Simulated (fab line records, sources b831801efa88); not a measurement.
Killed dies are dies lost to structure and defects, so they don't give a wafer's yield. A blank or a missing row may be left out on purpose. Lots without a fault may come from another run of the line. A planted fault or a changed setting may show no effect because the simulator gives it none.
fab line records | flow sky130
record lots=6 wafers=18 last_day=50
route steps=708 shown VIA3@576 METAL4@598 CAP2M@603 PAD_OPEN@708
lots that met no fault: from a run of the same line without faults
start_h: hours from the record's first day to the start of the lot's first wafer shown | wait_h: hours since the lot's step before | " the same as in the row above | L1.1+2: a row that stands for several wafers | - no value, or no start given | * or withheld: withheld | < > ~ a bound
route shown NAME@n: a module of which the file shows steps, and the number in the route of the first | usual: mean/standard deviation of fault-free wafers | same: alike in all rows | chamber/n: place in a boat | sites: the reading at each site | _std_site: their standard deviation | _edge_site: outer sites' mean less inner sites' | radius_mm: how far each site lies from the wafer's centre | mask NAME#n: copy n | behind: the tool/chamber that last shaped the wafer | hold: why the lot was held/for how many hours/how that ended | device: the transistor (n, p or np) that didn't switch | end of line: the same wafers' tests at the end of the route | a step without rows: its recipe alone | killed: dies lost to structure and defects at the first sort, not the wafer's yield | map: a wafer's dies, x killed, . not, _ none there
set.NAME: the setting as run; set.NAME@STEP: as run at that earlier step | model.NAME: the simulator's own value behind a step, which no gauge read
lots at some steps of the route; a table a step, a row a wafer
services: from which hour (start_h, from the record's first day; less than 0 if before it) a tool's chamber was out of use, for how many hours, and why
## steps
# step SKY_VIA3_BOW_MEAS_03
# recipe mode=bow
# usual VIA3_BOW=79/7.1
# columns lot.wafer tool chamber start_h wait_h VIA3_BOW[um]
L507.1 film_metro-04 - 912.26 0.1 82
L507.4 " - " " 74
L507.5 " - " " 84
L508.2 film_metro-02 - 917.35 0.2 75
L508.3 " - " " 80
L508.4 " - " " 76
L513.1 film_metro-02 - 959.39 0.2 74
L513.2 " - " " 77
L513.6 " - " " 76
L514.1 film_metro-01 - 965.53 0.2 88
L514.2 " - " " 85
L514.3 " - " " 80
L526.4 film_metro-01 - 1043.65 0.3 66
L526.5 " - " " 74
L526.6 " - " " 79
L527.1 film_metro-04 - 1048.33 0.1 77
L527.2 " - " " 83
L527.6 " - " " 89
# step SKY_VIA3_DEHYDRATE_04
# recipe temp_c=200 time_s=60
# step SKY_VIA3_HMDS_05
# recipe prime_time_s=60 prime_temp_c=120
# step SKY_VIA3_COAT_06
# recipe resist=BARC temp_c=withheld time_s=withheld spin_rpm=3000 resist_thk_nm=60
# step SKY_VIA3_COAT_07
# recipe resist=KrF-thick spin_rpm=3000 resist_thk_nm=450
# step SKY_VIA3_SOFTBAKE_08
# recipe temp_c=100.4 time_s=90 resist=KrF-thick
# step SKY_VIA3_EXPOSE_09
# recipe mask_id=VIM3 na=0.8 source_shape=annular sigma_inner=0.55 sigma_outer=0.85 target_cd_nm=200 dose_mj=38
# step SKY_VIA3_PEB_10
# recipe peb_temp_c=withheld peb_time_s=withheld resist=KrF-thick
# step SKY_VIA3_DEVELOP_11
# recipe develop_time_s=60 resist=KrF-thick dev_temp_c=21
# step SKY_VIA3_CD_MEAS_12
# recipe target_cd_nm=200
# usual cd_nm=200.2/1.2
# columns lot.wafer tool chamber start_h wait_h cd_nm
L507.1 cd_sem-01 - 936.48 - 201.5
L507.4 " - " " 201.9
L507.5 " - " " 201.2
L508.2 cd_sem-01 - 941.81 - 199.7
L508.3 " - " " 198.9
L508.4 " - " " 200.7
L513.1 cd_sem-01 - 983.74 - 201.0
L513.2 " - " " 200.4
L513.6 " - " " 201.4
L514.1 cd_sem-01 - 988.89 - 199.3
L514.2 " - " " 199.2
L514.3 " - " " 198.1
L526.4 cd_sem-02 - 1065.55 - 200.8
L526.5 " - " " 200.6
L526.6 " - " " 201.5
L527.1 cd_sem-01 - 1069.94 - 200.8
L527.2 " - " " 200.8
L527.6 " - " " 200.9
# step SKY_VIA3_OVL_MEAS_13
# usual VIA3_OVL=2/5
# columns lot.wafer tool chamber start_h wait_h VIA3_OVL[nm]
L507.1 overlay-02 - 936.60 0.1 4
L507.4 " - " " 3
L507.5 " - " " 5
L508.2 overlay-01 - 941.91 0.1 2
L508.3 " - " " -5
L508.4 " - " " -6
L513.1 overlay-02 - 983.86 0.1 10
L513.2 " - " " 3
L513.6 " - " " 3
L514.1 overlay-01 - 989.01 0.1 4
L514.2 " - " " 4
L514.3 " - " " 4
L526.4 overlay-01 - 1065.62 0.1 9
L526.5 " - " " 8
L526.6 " - " " 0
L527.1 overlay-02 - 1070.06 0.1 6
L527.2 " - " " 10
L527.6 " - " " 4
# step SKY_VIA3_ETCH_14
# recipe chemistry=N2/H2 target=BARC ion_energy_ev=200 source_w=500 bias_w=100 pressure_mtorr=30 n2_flow_sccm=100 h2_flow_sccm=200 stop_on=SiO2 time_s=45.9 target_depth_a=600
# usual drypump_motor_current_A=5.7/0.35 oes_product_au=0.854/0.0044 throttle_valve_pct=13.227/0.009
# columns lot.wafer tool chamber start_h wait_h drypump_motor_current_A oes_product_au rf_hours_counter_h throttle_valve_pct
L507.1 rie_diel-03 1 936.64 0.0 5.6 0.852 4 13.210
L507.4 " 0 " " 6.4 0.848 - 13.223
L507.5 " 3 " " 5.6 0.844 - 13.225
L508.2 rie_diel-04 1 941.94 0.0 5.7 0.859 21 13.232
L508.3 " 0 " " 5.7 0.857 10 13.235
L508.4 " 2 " " 5.6 0.845 7 13.225
L513.1 rie_diel-04 3 983.89 0.0 5.4 0.852 25 13.233
L513.2 " 2 " " 5.6 0.851 8 13.233
L513.6 " 0 " " 5.7 0.853 - 13.214
L514.1 rie_diel-04 2 989.04 0.0 5.6 0.849 8 13.226
L514.2 " 3 " " 5.4 0.855 25 13.219
L514.3 " 0 " " 5.7 0.858 11 13.235
L526.4 rie_diel-03 0 1065.64 0.0 6.4 0.850 24 13.228
L526.5 " 1 " " 5.6 0.851 - 13.236
L526.6 " 0 " " 6.4 0.847 - 13.212
L527.1 rie_diel-02 3 1070.09 0.0 5.3 0.855 19 13.227
L527.2 " 1 " " 5.9 0.851 27 13.224
L527.6 " 1 " " 5.9 0.858 - 13.227
# step SKY_VIA3_ETCH_15
# recipe target=SiO2 chemistry=C4F8/O2/Ar target_depth_nm=507 stop_on=TiN mask_material=KrF-thick source_w=1500 bias_w=1200 pressure_mtorr=40 c4f8_flow_sccm=withheld O2_flow_sccm=6 Ar_flow_sccm=300 time_s=78
# usual oes_product_au=0.946/0.0046
# columns lot.wafer tool chamber start_h wait_h oes_product_au rf_hours_counter_h
L507.1 rie_diel-03 1 936.68 0.0 0.953 4
L507.4 " 0 " " 0.948 -
L507.5 " 3 " " 0.955 -
L508.2 rie_diel-04 1 941.98 0.0 0.942 21
L508.3 " 0 " " 0.942 10
L508.4 " 2 " " 0.948 7
L513.1 rie_diel-04 3 983.93 0.0 0.946 25
L513.2 " 2 " " 0.950 8
L513.6 " 0 " " 0.950 -
L514.1 rie_diel-04 2 989.08 0.0 0.942 8
L514.2 " 3 " " 0.948 25
L514.3 " 0 " " 0.940 11
L526.4 rie_diel-03 0 1065.69 0.0 0.951 24
L526.5 " 1 " " 0.950 -
L526.6 " 0 " " 0.948 -
L527.1 rie_diel-02 3 1070.13 0.0 0.949 19
L527.2 " 1 " " 0.950 27
L527.6 " 1 " " 0.934 -
# step SKY_VIA3_STRIP_16
# recipe chemistry=O2/N2 power_w=1400 pressure_mtorr=1500 platen_temp_c=withheld o2_flow_sccm=3000 n2_flow_sccm=300 overash_fraction=0.5
# step SKY_VIA3_STRIP_17
# recipe chemistry=post_etch_residue_remover time_s=1200 temp_c=72.5
# step SKY_VIA3_CLEAN_18
# recipe chemistry=IPA time_s=180 temp_c=25
# step SKY_VIA3_CLEAN_19
# recipe chemistry=O3/DIW dry=n2_spin
# step SKY_VIA3_SPUTTER_20
# recipe material=TiN target_thk_nm=20 chamber_pressure_pa=5 power_w=4057 time_s=80
# usual throttle_valve_pct=29.9/1.1
# columns lot.wafer tool chamber start_h wait_h throttle_valve_pct
L507.1 pvd_sputter-03 - 937.37 0.0 30.1
L507.4 " - " " 30.8
L507.5 " - " " 30.0
L508.2 pvd_sputter-01 - 942.99 0.0 29.2
L508.3 " - " " 29.4
L508.4 " - " " 27.2
L513.1 pvd_sputter-03 - 984.59 0.0 30.8
L513.2 " - " " 29.8
L513.6 " - " " 30.3
L514.1 pvd_sputter-03 - 989.74 0.0 30.6
L514.2 " - " " 29.9
L514.3 " - " " 30.3
L526.4 pvd_sputter-03 - 1066.34 0.0 30.1
L526.5 " - " " 30.9
L526.6 " - " " 30.0
L527.1 pvd_sputter-02 - 1070.79 0.0 30.9
L527.2 " - " " 29.7
L527.6 " - " " 30.9
# step SKY_VIA3_CVD_21
# recipe material=W target_thk_nm=390 time_s=117.31 temp_c=400 pressure_torr=40
# usual heater_power_w=867/54
# columns lot.wafer tool chamber start_h wait_h heater_power_w
L507.1 cvd_w-01 1 937.43 0.0 825
L507.4 " 0 " " 943
L507.5 " 1 " " 829
L508.2 cvd_w-02 0 943.06 0.0 775
L508.3 " 1 " " 884
L508.4 " 0 " " 811
L513.1 cvd_w-01 0 984.65 0.0 936
L513.2 " 1 " " 819
L513.6 " 1 " " 809
L514.1 cvd_w-01 1 989.80 0.0 826
L514.2 " 0 " " 932
L514.3 " 1 " " 830
L526.4 cvd_w-01 1 1066.44 0.1 826
L526.5 " 0 " " 929
L526.6 " 1 " " 848
L527.1 cvd_w-02 0 1070.85 0.0 806
L527.2 " 1 " " 866
L527.6 " 1 " " 874
# step SKY_VIA3_RS_MEAS_22
# recipe thk_meas_gauge=four-point-probe reads=W_of_VIA3_CVD_21+TiN_of_VIA3_SPUTTER_20
# usual VIA3_W_RS=0.292/0.0036
# columns lot.wafer tool chamber start_h wait_h VIA3_W_RS[ohm/sq]
L507.1 film_metro-02 - 937.55 0.1 0.293
L507.4 " - " " 0.294
L507.5 " - " " 0.296
L508.2 film_metro-02 - 943.20 0.1 0.298
L508.3 " - " " 0.290
L508.4 " - " " 0.295
L513.1 film_metro-02 - 984.77 0.1 0.290
L513.2 " - " " 0.293
L513.6 " - " " 0.294
L514.1 film_metro-02 - 989.92 0.1 0.294
L514.2 " - " " 0.292
L514.3 " - " " 0.293
L526.4 film_metro-02 - 1066.58 0.1 0.294
L526.5 " - " " 0.288
L526.6 " - " " 0.293
L527.1 film_metro-01 - 1070.97 0.1 0.291
L527.2 " - " " 0.285
L527.6 " - " " 0.288
# step SKY_VIA3_THK_MEAS_23
# recipe thk_meas_gauge=xrf reads=W_of_VIA3_CVD_21
# usual VIA3_W_THK=389/5.9
# columns lot.wafer tool chamber start_h wait_h VIA3_W_THK[nm]
L507.1 film_metro-02 - 937.67 0.1 385
L507.4 " - " " 386
L507.5 " - " " 385
L508.2 film_metro-02 - 943.31 0.1 386
L508.3 " - " " 391
L508.4 " - " " 386
L513.1 film_metro-02 - 984.89 0.1 395
L513.2 " - " " 390
L513.6 " - " " 390
L514.1 film_metro-02 - 990.04 0.1 389
L514.2 " - " " 393
L514.3 " - " " 390
L526.4 film_metro-02 - 1066.67 0.1 387
L526.5 " - " " 397
L526.6 " - " " 389
L527.1 film_metro-01 - 1071.09 0.1 396
L527.2 " - " " 404
L527.6 " - " " 399
# step SKY_VIA3_CMP_24
# recipe stop_on=SiO2 t_overpolish_s=20 down_force_psi=3.5 platen_rpm=60 target_thk_nm=0 pad_velocity_m_s=0.94248
# step SKY_METAL4_SPUTTER_00
# recipe material=Ti target_thk_nm=15 power_w=3000 time_s=10 chamber_pressure_pa=0.4
# usual throttle_valve_pct=29.7/1.2
# columns lot.wafer tool chamber start_h wait_h throttle_valve_pct
L507.1 pvd_sputter-04 - 938.03 0.2 30.9
L507.4 " - " " 30.1
L507.5 " - " " 27.6
L508.2 pvd_sputter-04 - 943.66 0.1 30.7
L508.3 " - " " 30.3
L508.4 " - " " 30.1
L513.1 pvd_sputter-02 - 985.26 0.2 30.8
L513.2 " - " " 29.7
L513.6 " - " " 29.7
L514.1 pvd_sputter-02 - 990.40 0.1 29.3
L514.2 " - " " 29.8
L514.3 " - " " 30.5
L526.4 pvd_sputter-02 - 1067.00 0.1 29.8
L526.5 " - " " 29.8
L526.6 " - " " 31.1
L527.1 pvd_sputter-01 - 1071.45 0.2 30.7
L527.2 " - " " 29.2
L527.6 " - " " 27.3
# step SKY_METAL4_SPUTTER_01
# recipe material=TiN target_thk_nm=20 power_w=6500 time_s=16.7 chamber_pressure_pa=0.4
# step SKY_METAL4_SPUTTER_02
# recipe material=AlCu target_thk_nm=735 power_w=10600 time_s=39.1 chamber_pressure_pa=0.4
# step SKY_METAL4_SPUTTER_03
# recipe material=Ti target_thk_nm=5 power_w=3000 time_s=3.3 chamber_pressure_pa=0.4
# step SKY_METAL4_SPUTTER_04
# recipe material=TiN target_thk_nm=70 power_w=6500 time_s=58.3 chamber_pressure_pa=0.4
# step SKY_CAP2M_CVD_00
# recipe material=SiO2 target_thk_nm=15.5 temp_c=400 time_s=withheld rf_w=450
# step SKY_CAP2M_THK_MEAS_01
# recipe reads=SiO2_of_CAP2M_CVD_00
# usual CAP2M_CVD_00_THK=15.55/0.21
# columns lot.wafer tool chamber start_h wait_h CAP2M_CVD_00_THK[nm]
L507.1 film_metro-03 - 938.21 - 15.59
L507.4 " - " " 15.73
L507.5 " - " " 15.66
L508.2 film_metro-03 - 943.84 - 15.47
L508.3 " - " " 15.44
L508.4 " - " " 15.67
L513.1 film_metro-04 - 985.43 - 15.12
L513.2 " - " " 15.18
L513.6 " - " " 15.61
L514.1 film_metro-04 - 990.58 - 15.41
L514.2 " - " " 15.48
L514.3 " - " " 15.56
L526.4 film_metro-02 - 1067.21 - 15.61
L526.5 " - " " 15.73
L526.6 " - " " 15.59
L527.1 film_metro-03 - 1071.63 - 15.26
L527.2 " - " " 15.73
L527.6 " - " " 16.07
# step SKY_CAP2M_SPUTTER_02
# recipe material=TiN target_thk_nm=200 temp_c=300 power_w=6500 time_s=166.7 chamber_pressure_pa=0.4
# usual substrate_temp_c=300.00/0.21 throttle_valve_pct=29.9/1.1
# columns lot.wafer tool chamber start_h wait_h substrate_temp_c throttle_valve_pct
L507.1 pvd_sputter-03 - 938.27 0.1 299.80 30.1
L507.4 " - " " 299.83 31.3
L507.5 " - " " 299.59 30.9
L508.2 pvd_sputter-03 - 943.89 0.0 300.16 30.2
L508.3 " - " " 299.94 30.9
L508.4 " - " " 300.15 30.0
L513.1 pvd_sputter-03 - 985.49 0.1 300.04 30.2
L513.2 " - " " 300.21 30.7
L513.6 " - " " 300.05 30.8
L514.1 pvd_sputter-04 - 990.64 0.1 299.93 30.0
L514.2 " - " " 300.22 30.3
L514.3 " - " " 300.08 30.6
L526.4 pvd_sputter-03 - 1067.24 0.0 300.34 30.9
L526.5 " - " " 300.03 30.1
L526.6 " - " " 299.93 30.4
L527.1 pvd_sputter-03 - 1071.69 0.1 300.12 30.7
L527.2 " - " " 299.89 30.2
L527.6 " - " " 299.88 30.0
# step SKY_CAP2M_RS_MEAS_03
# recipe thk_meas_gauge=four-point-probe reads=TiN_of_CAP2M_SPUTTER_02
# usual CAP2M_TIN_RS=6.89/0.07
# columns lot.wafer tool chamber start_h wait_h CAP2M_TIN_RS[ohm/sq]
L507.1 film_metro-02 - 938.38 0.1 6.92
L507.4 " - " " 6.86
L507.5 " - " " 6.94
L508.2 film_metro-04 - 944.02 0.1 6.80
L508.3 " - " " 6.83
L508.4 " - " " 6.84
L513.1 film_metro-03 - 985.60 0.1 6.91
L513.2 " - " " 6.87
L513.6 " - " " 6.81
L514.1 film_metro-03 - 990.74 0.1 6.88
L514.2 " - " " 6.98
L514.3 " - " " 6.84
L526.4 film_metro-03 - 1067.41 0.1 6.93
L526.5 " - " " 6.86
L526.6 " - " " 6.92
L527.1 film_metro-02 - 1071.79 0.1 6.89
L527.2 " - " " 6.93
L527.6 " - " " 6.94
# step SKY_CAP2M_THK_MEAS_04
# recipe thk_meas_gauge=xrf reads=TiN_of_CAP2M_SPUTTER_02
# usual CAP2M_TIN_THK=200.1/2
# columns lot.wafer tool chamber start_h wait_h CAP2M_TIN_THK[nm]
L507.1 film_metro-02 - 938.50 0.1 199.2
L507.4 " - " " 200.8
L507.5 " - " " 198.1
L508.2 film_metro-04 - 944.13 0.1 201.9
L508.3 " - " " 201.1
L508.4 " - " " 200.7
L513.1 film_metro-03 - 985.72 0.1 199.2
L513.2 " - " " 201.1
L513.6 " - " " 202.3
L514.1 film_metro-03 - 990.86 0.1 199.0
L514.2 " - " " 197.6
L514.3 " - " " 202.0
L526.4 film_metro-03 - 1067.50 0.1 199.3
L526.5 " - " " 199.8
L526.6 " - " " 198.4
L527.1 film_metro-02 - 1071.91 0.1 200.9
L527.2 " - " " 201.0
L527.6 " - " " 200.4
# step SKY_CAP2M_DEHYDRATE_05
# recipe temp_c=200 time_s=60
# step SKY_CAP2M_HMDS_06
# recipe prime_time_s=60 prime_temp_c=120
# step SKY_CAP2M_COAT_07
# recipe resist=NOVOLAK spin_rpm=3000 resist_thk_nm=1140
# step SKY_CAP2M_SOFTBAKE_08
# recipe temp_c=90 time_s=60 resist=NOVOLAK
# step SKY_CAP2M_EXPOSE_09
# recipe mask_id=CAP2M na=0.6 source_shape=conventional sigma_outer=0.6 polarization=unpolarized target_cd_nm=1000 dose_mj=159
# step SKY_CAP2M_PEB_10
# recipe temp_c=withheld time_s=* resist=NOVOLAK
# step SKY_CAP2M_DEVELOP_11
# recipe resist=NOVOLAK developer=TMAH develop_time_s=60 dev_temp_c=23
# step SKY_CAP2M_OVL_MEAS_12
# usual CAP2M_OVL=0.5/1.2
# columns lot.wafer tool chamber start_h wait_h CAP2M_OVL[nm]
L507.1 overlay-02 - 962.19 0.1 -1.0
L507.4 " - " " 1.2
L507.5 " - " " -0.3
L508.2 overlay-02 - 968.24 0.1 0.1
L508.3 " - " " 1.8
L508.4 " - " " 1.0
L513.1 overlay-02 - 1008.84 0.1 -0.4
L513.2 " - " " -0.3
L513.6 " - " " -1.3
L514.1 overlay-02 - 1013.94 0.1 0.9
L514.2 " - " " 2.9
L514.3 " - " " 1.5
L526.4 overlay-02 - 1087.86 0.1 -0.8
L526.5 " - " " 0.6
L526.6 " - " " 1.2
L527.1 overlay-01 - 1092.48 0.1 0.6
L527.2 " - " " 1.8
L527.6 " - " " 0.0
# step SKY_CAP2M_METAL_ETCH_13
# recipe target_depth_nm=220 stop_on=SiO2 chemistry=Cl2/BCl3 target=TiN pressure_mtorr=10 icp_w=900 bias_w=48.5 Cl2_flow_sccm=60 bcl3_flow_sccm=30 time_s=61.56
# step SKY_CAP2M_STRIP_14
# recipe chemistry=O2/N2 power_w=1400 pressure_mtorr=1500 platen_temp_c=withheld o2_flow_sccm=3000 n2_flow_sccm=300 overash_fraction=0.5
# step SKY_PAD_OPEN_PROBE_99
# usual defect_limited_yield=82.1/1.9 killed_at_M0_to_M3=45/6.8 killed_at_M4_up=3.0/1.7 killed_at_contacts=25/5.7 killed_at_front_end=15/4.6 killed_at_other=0.3/0.66 killed_dies=88/9.5 killed_open=48/7.3 killed_short=39/6.5 sort_bin_3_pad_short=0.9/0.47 sort_bin_5_function=10.6/1.5 sort_bin_6_memory=6.4/1.2 sort_n_pass=404/9.5 sort_yield_pct=82.1/1.9
# same gross_dies=492 killed_at_back_side=0 sort_bin_4_leakage[%]=0 sort_bin_8_speed[%]=0
# columns lot.wafer tool chamber start_h wait_h defect_limited_yield[%] killed_at_M0_to_M3 killed_at_M4_up killed_at_contacts killed_at_front_end killed_at_other killed_dies killed_open killed_short sort_bin_3_pad_short[%] sort_bin_5_function[%] sort_bin_6_memory[%] sort_n_pass sort_yield_pct[%] model.etest.tester.sort_n_pass model.etest.tester.sort_yield_pct model.etest.tester.sort_bin_5_pct
L507.1 prober-02 - 1081.84 0.1 79.9 56 4 32 7 0 99 57 42 0.6 12.6 6.9 393 79.9 393 79.88 12.6
L507.4 prober-02 - 1081.99 0.2 80.9 53 1 24 16 0 94 59 35 0.8 12.2 6.1 398 80.9 398 80.89 12.2
L507.5 prober-02 - 1082.04 0.2 81.7 45 2 24 19 0 90 44 46 1.4 11.4 5.5 402 81.7 402 81.71 11.38
L508.2 prober-01 - 1088.25 0.1 84.6 42 3 15 15 1 76 37 38 1.2 9.1 5.1 416 84.6 416 84.55 9.146
L508.3 prober-01 - 1088.30 0.2 81.1 52 1 21 19 0 93 53 39 1.0 11.0 6.9 399 81.1 399 81.1 10.98
L508.4 prober-01 - 1088.35 0.2 84.3 32 1 28 16 0 77 51 25 0.6 10.0 5.1 415 84.3 415 84.35 9.959
L513.1 prober-01 - 1119.95 0.1 79.5 43 3 29 25 1 101 48 50 0.8 12.0 7.7 391 79.5 391 79.47 11.99
L513.2 prober-01 - 1120.00 0.1 76.8 80 4 17 13 0 114 41 32 3.3 14.4 5.5 378 76.8 378 76.83 14.43
L513.6 prober-01 - 1120.20 0.2 84.8 37 2 28 6 2 75 42 31 0.2 7.9 7.1 417 84.8 417 84.76 7.927
L514.1 prober-02 - 1126.40 0.1 74.2 85 4 20 17 1 127 45 35 1.0 16.5 8.3 365 74.2 365 74.19 16.46
L514.2 prober-02 - 1126.45 0.1 81.3 58 0 19 15 0 92 51 38 1.4 10.8 6.5 400 81.3 400 81.3 10.77
L514.3 prober-02 - 1126.50 0.2 82.5 39 2 23 22 0 86 49 37 0.8 10.6 6.1 406 82.5 406 82.52 10.57
L526.4 prober-02 - 1186.06 0.2 82.9 43 3 25 13 0 84 50 34 0.6 9.3 7.1 408 82.9 408 82.93 9.35
L526.5 prober-02 - 1186.11 0.2 80.1 50 3 33 12 0 98 59 37 0.6 11.0 8.3 394 80.1 394 80.08 10.98
L526.6 prober-02 - 1186.16 0.2 83.1 38 1 37 7 0 83 51 31 0.6 10.8 5.5 409 83.1 409 83.13 10.77
L527.1 prober-01 - 1190.90 0.1 79.3 47 4 35 16 0 102 59 43 0.8 14.4 5.5 390 79.3 390 79.27 14.43
L527.2 prober-01 - 1190.95 0.1 81.1 53 4 23 13 0 93 60 33 0.6 12.6 5.7 399 81.1 399 81.1 12.6
L527.6 prober-01 - 1191.15 0.2 79.5 58 3 19 20 1 101 58 43 1.6 12.2 6.7 391 79.5 391 79.47 12.2
# killed by level:class
L507.1 VIA1:geometric_particle:open=20 CONTACT:geometric_particle:open=12 VIA1:geometric_particle:short=11 LI_CONTACT:geometric_particle:open=9 VIA2:geometric_particle:open=7 LOCAL_INTERCONNECT:geometric_particle:short=5 CONTACT:geometric_particle:short=5 METAL1:geometric_particle:short=5
L507.4 VIA1:geometric_particle:open=14 LI_CONTACT:geometric_particle:open=11 VIA2:geometric_particle:open=9 METAL2:geometric_particle:short=8 VIA3:geometric_particle:open=7 CONTACT:geometric_particle:open=6 METAL1:geometric_particle:short=5 LOCAL_INTERCONNECT:geometric_particle:short=4
L507.5 VIA1:geometric_particle:open=11 CONTACT:geometric_particle:open=10 FIELD_ISO:geometric_particle:short=7 METAL2:geometric_particle:short=6 LI_CONTACT:geometric_particle:open=6 VIA2:geometric_particle:short=6 VIA2:geometric_particle:open=6 LI_CONTACT:geometric_particle:short=5
L508.2 VIA1:geometric_particle:open=10 LI_CONTACT:geometric_particle:open=7 VIA1:geometric_particle:short=7 METAL1:geometric_particle:short=7 VIA3:geometric_particle:open=5 VIA2:geometric_particle:open=5 POLY_GATE:geometric_particle:open=4 VIA2:geometric_particle:short=4
L508.3 VIA1:geometric_particle:open=12 VIA2:geometric_particle:open=11 VIA1:geometric_particle:short=7 VIA3:geometric_particle:open=7 POLY_GATE:geometric_particle:open=6 FIELD_ISO:geometric_particle:short=5 CONTACT:geometric_particle:short=5 LI_CONTACT:geometric_particle:open=5
L508.4 LI_CONTACT:geometric_particle:open=11 VIA1:geometric_particle:open=8 CONTACT:geometric_particle:open=7 FIELD_ISO:geometric_particle:open=5 CONTACT:geometric_particle:short=5 METAL2:geometric_particle:short=5 VIA1:geometric_particle:short=4 VIA2:geometric_particle:open=4
L513.1 CONTACT:geometric_particle:open=13 METAL2:geometric_particle:short=9 VIA1:geometric_particle:open=7 FIELD_ISO:geometric_particle:open=6 VIA3:geometric_particle:open=6 POLY_GATE:geometric_particle:short=5 LI_CONTACT:geometric_particle:short=5 LI_CONTACT:geometric_particle:open=5
L513.2 VIA3:unspecified=41 VIA1:geometric_particle:open=8 LI_CONTACT:geometric_particle:open=6 CONTACT:geometric_particle:open=6 VIA3:geometric_particle:short=6 VIA3:geometric_particle:open=5 FIELD_ISO:geometric_particle:open=4 FIELD_ISO:geometric_particle:short=4
L513.6 LI_CONTACT:geometric_particle:open=12 VIA1:geometric_particle:open=8 VIA2:geometric_particle:open=7 CONTACT:geometric_particle:open=6 LI_CONTACT:geometric_particle:short=5 METAL2:geometric_particle:short=5 METAL1:geometric_particle:short=4 VIA1:geometric_particle:short=4
L514.1 VIA3:unspecified=47 CONTACT:geometric_particle:open=8 VIA2:geometric_particle:open=7 FIELD_ISO:geometric_particle:short=6 VIA1:geometric_particle:open=6 POLY_GATE:geometric_particle:open=5 LI_CONTACT:geometric_particle:open=5 VIA3:geometric_particle:open=5
L514.2 VIA2:geometric_particle:open=12 VIA1:geometric_particle:open=10 METAL2:geometric_particle:short=8 CONTACT:geometric_particle:open=8 VIA3:geometric_particle:open=7 VIA1:geometric_particle:short=6 FIELD_ISO:geometric_particle:short=5 LI_CONTACT:geometric_particle:open=5
L514.3 CONTACT:geometric_particle:open=10 FIELD_ISO:geometric_particle:open=7 POLY_GATE:geometric_particle:open=7 VIA3:geometric_particle:open=7 VIA1:geometric_particle:open=6 METAL2:geometric_particle:short=6 FIELD_ISO:geometric_particle:short=5 CONTACT:geometric_particle:short=5
L526.4 CONTACT:geometric_particle:open=13 VIA1:geometric_particle:open=10 METAL1:geometric_particle:short=6 CONTACT:geometric_particle:short=5 VIA3:geometric_particle:open=5 LI_CONTACT:geometric_particle:open=4 VIA2:geometric_particle:open=4 POLY_GATE:geometric_particle:short=3
L526.5 CONTACT:geometric_particle:open=12 VIA1:geometric_particle:open=12 LI_CONTACT:geometric_particle:open=10 VIA2:geometric_particle:open=9 VIA2:geometric_particle:short=6 CONTACT:geometric_particle:short=4 VIA1:geometric_particle:short=4 METAL2:geometric_particle:short=4
L526.6 CONTACT:geometric_particle:open=15 VIA1:geometric_particle:open=9 CONTACT:geometric_particle:short=9 LI_CONTACT:geometric_particle:open=7 VIA3:geometric_particle:open=7 LOCAL_INTERCONNECT:geometric_particle:short=5 VIA2:geometric_particle:open=5 METAL2:geometric_particle:open=3
L527.1 VIA1:geometric_particle:open=16 CONTACT:geometric_particle:open=14 VIA1:geometric_particle:short=7 FIELD_ISO:geometric_particle:open=6 LI_CONTACT:geometric_particle:open=6 CONTACT:geometric_particle:short=6 VIA3:geometric_particle:open=6 LOCAL_INTERCONNECT:geometric_particle:short=5
L527.2 VIA1:geometric_particle:open=18 CONTACT:geometric_particle:open=12 VIA3:geometric_particle:open=8 METAL2:geometric_particle:short=7 METAL1:geometric_particle:short=6 VIA1:geometric_particle:short=6 LI_CONTACT:geometric_particle:open=5 FIELD_ISO:geometric_particle:open=4
L527.6 VIA1:geometric_particle:open=16 VIA1:geometric_particle:short=10 CONTACT:geometric_particle:open=9 VIA3:geometric_particle:open=8 METAL2:geometric_particle:short=6 POLY_GATE:geometric_particle:open=6 VIA2:geometric_particle:open=6 POLY_GATE:geometric_particle:short=5
# map L513.2 (x killed, . not)
__________.xxx......_________
________........x..x.._______
______.................._____
_____.....x..............____
____.....x......x..x......___
___...x.........x..........__
__x....x....x...x.x..x...x.._
_..x..xx......x.........x....
_.x......x...x.xx.........x..
_.......................x....
_......x....x.....x....x.x...
_.x..x......x...........x..x.
_..xx........x............xxx
_.....xx.xx.x.........x......
_x.xxxxxx.x.x................
__xxxxxxxxx...x.x..xx......x_
___xxxxxxxx...........x.xx.__
____xxxxxx.x........xx.x..___
_____xxxxx...........xx..____
______xx.....x...x.....x_____
________..x.x........x_______
__________.x.....xx._________
# map L514.1 (x killed, . not)
__________.......x.._________
________.x..x........._______
______..x....x..x......._____
_____x..........xx...x...____
____..........x..x........___
___xx..x.....xx.x..x...x...__
__......x...x...........x..._
_x....x....x......x..x......x
_x...xx............x.........
_...x......................x.
_....x.x...x.........x.x.x...
_...xx.x....x..x.........x...
_....x....x.......x.......x..
_....xxxxx.....xx.........x.x
_.xxxxxxxxx.x...x.x......x...
__xxxxxxxxx.xx......x...x..._
___xxxxxxxxx...x..xx.......__
____xxxxxxx.x....x.x...x..___
_____xxxxxx...........xx.____
______x.x.x......x......_____
________x.x....x..x..._______
__________.....x..x._________
## services
# columns tool chamber start_h hours kind
rie_diel-03 - 913.74 2.8 pm
cvd_w-01 - 919.61 1.2 repair
rie_diel-03 2 935.19 2.5 repair
rie_diel-04 3 939.69 2.0 repair
cvd_w-01 1 974.28 2.7 repair
rie_diel-02 - 975.28 15.5 repair
cvd_w-01 - 977.76 2.4 repair
rie_diel-04 - 978.72 2.8 pm
rie_diel-03 0 993.56 6.4 repair
pvd_sputter-03 0 1012.55 - consumable_replace:kit
pvd_sputter-03 0 1012.55 18.0 scheduled_down
pvd_sputter-03 0 1012.55 18.0 vent_cycle
pvd_sputter-02 1 1019.25 - consumable_replace:kit
pvd_sputter-02 1 1019.25 18.0 scheduled_down
pvd_sputter-02 1 1019.25 18.0 vent_cycle
rie_diel-02 0 1023.47 1.5 repair
pvd_sputter-04 3 1026.92 - consumable_replace:kit
pvd_sputter-04 3 1026.92 18.0 scheduled_down
cvd_w-02 1 1039.39 17.4 repair
rie_diel-02 0 1043.97 7.4 repair
cvd_w-02 0 1048.24 12.3 repair
rie_diel-03 2 1048.92 9.0 repair
pvd_sputter-01 - 1049.02 1.7 repair
pvd_sputter-01 - 1062.95 0.6 repair
## key
first_sign step=SKY_PAD_OPEN_PROBE_99 reading=killed_at_M0_to_M3 direction=up sigmas=5.6 usual=45 struck=82
effect step=SKY_PAD_OPEN_PROBE_99 reading=defect_limited_yield direction=down sigmas=3.4 usual=82.1 struck=75.5
model_effect step=SKY_PAD_OPEN_PROBE_99 value=etest.tester.sort_n_pass without=409 struck=371.5
met_at SKY_VIA3_ETCH_15
struck_wafers L513.2,L514.1
onset_between 941.98 983.93
fault kind=chamber_particle_source tool=rie_diel-04 chamber=2 onset_h=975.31 steps=SKY_VIA3_ETCH_15 rate_per_visit_cm2=0.76171 end_h=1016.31
